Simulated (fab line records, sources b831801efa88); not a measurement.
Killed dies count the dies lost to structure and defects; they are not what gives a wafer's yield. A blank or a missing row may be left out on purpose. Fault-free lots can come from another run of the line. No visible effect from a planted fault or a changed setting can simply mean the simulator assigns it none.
Matching of chambers ; flow sky130 ; SKY_VIA1_CMP_24 on cmp-01: 4 sister chambers
The step polishes, stops on SiO2, t overpolish 15 s, target thk 0 nm. 4 wafers are shown with their chamber, then 6 later ones without.

## WAFERS, EACH WITH ITS CHAMBER
wafer;chamber;motor current A (A)
L703.1;2;11.1
L710.4;3;9.6
L711.1;0;9.3
L711.4;1;10.4

## WAFERS WHOSE CHAMBER IS MISSING
wafer;motor current A (A)
L711.6;9.5
L712.1;9.5
L712.2;8.7
L712.3;11.3
L719.3;10.3
L719.4;10.8

## CHAMBER TAKEN BY EACH
wafer;from the rows above;in truth
L711.6;can't be placed: 3 or 0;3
L712.1;can't be placed: 3 or 0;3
L712.2;can't be placed: 0 or 3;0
L712.3;2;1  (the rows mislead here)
L719.3;1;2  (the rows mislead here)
L719.4;can't be placed: 2 or 1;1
Correctly placed: 0 of 6. Can't be placed from these rows: 4 (the true chamber is among the candidates in 4). 2 placed wrongly.
How it was worked out, from the rows above alone: a wafer's distance from a chamber is the root of the sum, over the readings, of the square of ((its reading less the chamber's mean) divided by the reading's scatter). The wafer belongs to the nearest chamber; if the next one is less than 2 further off, it can't be placed. Each chamber's mean is taken over the wafers shown for it. The scatter: root of mean squared gap, hidden wafer to nearest shown wafer, with one shown wafer a chamber.
